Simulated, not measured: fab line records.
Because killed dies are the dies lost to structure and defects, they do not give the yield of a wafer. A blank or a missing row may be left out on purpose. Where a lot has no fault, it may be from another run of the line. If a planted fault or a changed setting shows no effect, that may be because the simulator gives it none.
What tool caused it? || flow gf180mcu || 13 lots with 39 wafers sampled at 5 steps, on a route of 602 steps

WHAT THE GAUGES SHOWED, per wafer
GF_VT_IMPLANT_OVL_MEAS_29.
{"lot": "L633", "measured": "day 6 19:56", "on": "overlay-01", "VT_IMPLANT_02_OVL (nm)": "-1.3 -0.1 -1.2"}
{"lot": "L634", "measured": "day 7 00:14", "on": "overlay-01", "VT_IMPLANT_02_OVL (nm)": "0.2 0.6 1.4"}
{"lot": "L635", "measured": "day 7 09:26", "on": "overlay-01", "VT_IMPLANT_02_OVL (nm)": "-1.1 -1.7 -1.5"}
{"lot": "L636", "measured": "day 7 15:35", "on": "overlay-02", "VT_IMPLANT_02_OVL (nm)": "-0.8 1.0 0.2"}
{"lot": "L637", "measured": "day 7 21:59", "on": "overlay-01", "VT_IMPLANT_02_OVL (nm)": "1.4 2.0 1.8"}
{"lot": "L643", "measured": "day 9 12:08", "on": "overlay-02", "VT_IMPLANT_02_OVL (nm)": "-0.9 -1.3 -0.4"}
{"lot": "L645", "measured": "day 9 22:51", "on": "overlay-01", "VT_IMPLANT_02_OVL (nm)": "-1.0 1.4 1.8"}
{"lot": "L648", "measured": "day 11 00:41", "on": "overlay-02", "VT_IMPLANT_02_OVL (nm)": "0.2 1.0 1.1"}
{"lot": "L649", "measured": "day 11 05:53", "on": "overlay-02", "VT_IMPLANT_02_OVL (nm)": "-0.7 0.4 0.8"}
{"lot": "L651", "measured": "day 11 18:44", "on": "overlay-02", "VT_IMPLANT_02_OVL (nm)": "1.0 0.4 0.2"}
{"lot": "L653", "measured": "day 12 05:20", "on": "overlay-01", "VT_IMPLANT_02_OVL (nm)": "0.3 0.6 0.4"}
{"lot": "L655", "measured": "day 13 07:41", "on": "overlay-01", "VT_IMPLANT_02_OVL (nm)": "1.3 0.3 0.2"}
{"lot": "L656", "measured": "day 13 09:44", "on": "overlay-02", "VT_IMPLANT_02_OVL (nm)": "1.4 2.1 1.1"}

GF_VT_IMPLANT_RS_MEAS_46: measures by four-point-probe.
{"lot": "L633", "measured": "day 7 12:11", "on": "film-metro-01", "MVSD_RS (ohm/sq)": "456.6 457.5 456.9"}
{"lot": "L634", "measured": "day 7 15:51", "on": "film-metro-04", "MVSD_RS (ohm/sq)": "456.8 456.6 457.7"}
{"lot": "L635", "measured": "day 8 01:00", "on": "film-metro-04", "MVSD_RS (ohm/sq)": "457.9 456.4 458.9"}
{"lot": "L636", "measured": "day 8 07:35", "on": "film-metro-02", "MVSD_RS (ohm/sq)": "455.5 455.6 455.2"}
{"lot": "L637", "measured": "day 8 14:29", "on": "film-metro-04", "MVSD_RS (ohm/sq)": "456.0 455.9 456.1"}
{"lot": "L643", "measured": "day 10 05:56", "on": "film-metro-04", "MVSD_RS (ohm/sq)": "455.6 455.5 457.1"}
{"lot": "L645", "measured": "day 10 16:55", "on": "film-metro-04", "MVSD_RS (ohm/sq)": "454.9 454.5 455.4"}
{"lot": "L648", "measured": "day 11 19:56", "on": "film-metro-01", "MVSD_RS (ohm/sq)": "457.0 455.9 457.9"}
{"lot": "L649", "measured": "day 12 01:46", "on": "film-metro-01", "MVSD_RS (ohm/sq)": "455.0 455.9 454.7"}
{"lot": "L651", "measured": "day 12 15:08", "on": "film-metro-01", "MVSD_RS (ohm/sq)": "457.0 456.8 454.4"}
{"lot": "L653", "measured": "day 13 01:41", "on": "film-metro-01", "MVSD_RS (ohm/sq)": "455.4 455.1 456.2"}
{"lot": "L655", "measured": "day 14 04:14", "on": "film-metro-01", "MVSD_RS (ohm/sq)": "455.7 454.9 455.0"}
{"lot": "L656", "measured": "day 14 06:53", "on": "film-metro-04", "MVSD_RS (ohm/sq)": "457.1 457.0 456.0"}

GF_POLY_GATE_CD_MEAS_10: the cd target is 280 nm.
{"lot": "L633", "measured": "day 9 06:47", "on": "cd-sem-02", "cd-nm (nm)": "281.1 280.4 279.9"}
{"lot": "L634", "measured": "day 9 08:20", "on": "cd-sem-02", "cd-nm (nm)": "279.5 280.1 280.0"}
{"lot": "L635", "measured": "day 9 15:43", "on": "cd-sem-02", "cd-nm (nm)": "278.7 278.5 279.1"}
{"lot": "L636", "measured": "day 10 02:55", "on": "cd-sem-02", "cd-nm (nm)": "278.0 277.9 279.1"}
{"lot": "L637", "measured": "day 10 08:14", "on": "cd-sem-02", "cd-nm (nm)": "279.4 280.9 280.6"}
{"lot": "L643", "measured": "day 12 00:35", "on": "cd-sem-02", "cd-nm (nm)": "272.7 271.1 270.9 272.6 271.2 271.3"}
{"lot": "L645", "measured": "day 12 12:28", "on": "cd-sem-01", "cd-nm (nm)": "274.4 273.6 273.7 274.2 273.8 273.3"}
{"lot": "L648", "measured": "day 13 16:19", "on": "cd-sem-01", "cd-nm (nm)": "279.5 278.8 279.4"}
{"lot": "L649", "measured": "day 13 22:32", "on": "cd-sem-02", "cd-nm (nm)": "281.6 280.7 281.5"}
{"lot": "L651", "measured": "day 14 15:47", "on": "cd-sem-02", "cd-nm (nm)": "280.5 280.1 280.5"}
{"lot": "L653", "measured": "day 15 02:43", "on": "cd-sem-02", "cd-nm (nm)": "279.6 278.6 280.3"}
{"lot": "L655", "measured": "day 16 06:40", "on": "cd-sem-01", "cd-nm (nm)": "279.7 279.9 279.5"}
{"lot": "L656", "measured": "day 16 09:46", "on": "cd-sem-01", "cd-nm (nm)": "277.7 278.5 278.4"}

GF_HV_LDD_CD_MEAS_07: the cd target is 400 nm.
{"lot": "L633", "measured": "day 10 03:32", "on": "cd-sem-02", "cd-nm (nm)": "397.9 400.6 400.8"}
{"lot": "L634", "measured": "day 10 03:57", "on": "cd-sem-01", "cd-nm (nm)": "400.7 403.3 400.9"}
{"lot": "L635", "measured": "day 10 11:53", "on": "cd-sem-02", "cd-nm (nm)": "402.6 400.9 400.3"}
{"lot": "L636", "measured": "day 10 23:14", "on": "cd-sem-02", "cd-nm (nm)": "400.4 403.2 400.2"}
{"lot": "L637", "measured": "day 11 03:53", "on": "cd-sem-01", "cd-nm (nm)": "406.6 404.8 405.6"}
{"lot": "L643", "measured": "day 12 21:02", "on": "cd-sem-02", "cd-nm (nm)": "398.5 397.0 399.4"}
{"lot": "L645", "measured": "day 13 10:07", "on": "cd-sem-01", "cd-nm (nm)": "400.9 400.0 398.8"}
{"lot": "L648", "measured": "day 14 18:47", "on": "cd-sem-01", "cd-nm (nm)": "396.9 398.9 398.0"}
{"lot": "L649", "measured": "day 15 01:33", "on": "cd-sem-02", "cd-nm (nm)": "398.1 395.9 397.6"}
{"lot": "L651", "measured": "day 15 15:28", "on": "cd-sem-02", "cd-nm (nm)": "400.7 400.0 400.3"}
{"lot": "L653", "measured": "day 16 03:22", "on": "cd-sem-02", "cd-nm (nm)": "399.8 395.8 398.4"}
{"lot": "L655", "measured": "day 17 07:13", "on": "cd-sem-01", "cd-nm (nm)": "398.5 398.1 397.3"}
{"lot": "L656", "measured": "day 17 10:17", "on": "cd-sem-02", "cd-nm (nm)": "399.0 398.8 396.9"}

WHICH TOOL RAN EACH LOT (tool, then ch and the chambers of the sampled wafers, then the start)
{"lot": "L633", "GF_POLY_GATE_SOFTBAKE_06": "litho-track-02 ch 0, day 8 22:00"}
{"lot": "L634", "GF_POLY_GATE_SOFTBAKE_06": "litho-track-04 ch 0, day 9 00:00"}
{"lot": "L635", "GF_POLY_GATE_SOFTBAKE_06": "litho-track-01 ch 0, day 9 07:00"}
{"lot": "L636", "GF_POLY_GATE_SOFTBAKE_06": "litho-track-02 ch 0, day 9 18:00"}
{"lot": "L637", "GF_POLY_GATE_SOFTBAKE_06": "litho-track-02 ch 0, day 9 23:00"}
{"lot": "L643", "GF_POLY_GATE_SOFTBAKE_06": "litho-track-02 ch 0, day 11 14:00"}
{"lot": "L645", "GF_POLY_GATE_SOFTBAKE_06": "litho-track-02 ch 0, day 12 02:00"}
{"lot": "L648", "GF_POLY_GATE_SOFTBAKE_06": "litho-track-04 ch 0, day 13 06:00"}
{"lot": "L649", "GF_POLY_GATE_SOFTBAKE_06": "litho-track-04 ch 0, day 13 12:00"}
{"lot": "L651", "GF_POLY_GATE_SOFTBAKE_06": "litho-track-04 ch 0, day 14 06:00"}
{"lot": "L653", "GF_POLY_GATE_SOFTBAKE_06": "litho-track-01 ch 0, day 14 15:00"}
{"lot": "L655", "GF_POLY_GATE_SOFTBAKE_06": "litho-track-04 ch 0, day 15 19:00"}
{"lot": "L656", "GF_POLY_GATE_SOFTBAKE_06": "litho-track-02 ch 0, day 15 23:00"}
- GF_POLY_GATE_SOFTBAKE_06: time 60 s.

AS READ BY THE TOOLS THEMSELVES (means over the sampled wafers that have a number; for cases with no such wafer, the mark the record gives instead)
GF_POLY_GATE_SOFTBAKE_06.
{"lot": "L633", "tool": "litho-track-02", "heater-power-total-W (W)": 93.02, "plate-temp-C (C)": 130.21}
{"lot": "L634", "tool": "litho-track-04", "heater-power-total-W (W)": 93.07, "plate-temp-C (C)": 129.90}
{"lot": "L635", "tool": "litho-track-01", "heater-power-total-W (W)": 93.04, "plate-temp-C (C)": 130.01}
{"lot": "L636", "tool": "litho-track-02", "heater-power-total-W (W)": 93.06, "plate-temp-C (C)": 130.11}
{"lot": "L637", "tool": "litho-track-02", "heater-power-total-W (W)": 93.10, "plate-temp-C (C)": 129.94}
{"lot": "L643", "tool": "litho-track-02", "heater-power-total-W (W)": 95.45, "plate-temp-C (C)": 132.69}
{"lot": "L645", "tool": "litho-track-02", "heater-power-total-W (W)": 95.50, "plate-temp-C (C)": 132.59}
{"lot": "L648", "tool": "litho-track-04", "heater-power-total-W (W)": 93.03, "plate-temp-C (C)": 129.89}
{"lot": "L649", "tool": "litho-track-04", "heater-power-total-W (W)": 93.05, "plate-temp-C (C)": 130.02}
{"lot": "L651", "tool": "litho-track-04", "heater-power-total-W (W)": 93.05, "plate-temp-C (C)": 129.98}
{"lot": "L653", "tool": "litho-track-01", "heater-power-total-W (W)": 93.08, "plate-temp-C (C)": 130.03}
{"lot": "L655", "tool": "litho-track-04", "heater-power-total-W (W)": 93.00, "plate-temp-C (C)": 129.86}
{"lot": "L656", "tool": "litho-track-02", "heater-power-total-W (W)": 93.10, "plate-temp-C (C)": 130.06}

THE ANSWER, worked out from the rows above alone
Rule: what is usual is taken from the lots themselves. The widest of any qualifying gaps counts: lots, ordered by their means at a reading, are off when they make up no more than a third of the lots, leave a main group of 4 or more, and stand apart from it by 3 or more times the standard deviation of that group's means. The tables above print the reading to a certain number of digits; a main group whose means all agree to those digits is not used. Also off: a lot with no number at a reading for which 4 or more lots have one. Where the step has rows for the other lots, those lots are counted as sound. Order of review: gauges by route order, followed by the tools' own readings, for which a lot's mean as printed above is used. The first step at which some lot is off is used, and at that step the reading that is off furthest; a lot without a number counts as furthest.
Off, at GF_POLY_GATE_CD_MEAS_10 on cd-nm: L643, L645. Mean 279.6 nm and standard deviation 0.91 in the main group.
If a tool, at a process step before that reading, ran all the lots that are off and no sound lot after the first of them, it fits. The gauges at GF_POLY_GATE_CD_MEAS_10 aren't tried: what is off there is off at GF_POLY_GATE_SOFTBAKE_06 too, on other tools, and a gauge's error can't cause that. None of those tried fits.

WHAT THE SIMULATOR HAD INSERTED
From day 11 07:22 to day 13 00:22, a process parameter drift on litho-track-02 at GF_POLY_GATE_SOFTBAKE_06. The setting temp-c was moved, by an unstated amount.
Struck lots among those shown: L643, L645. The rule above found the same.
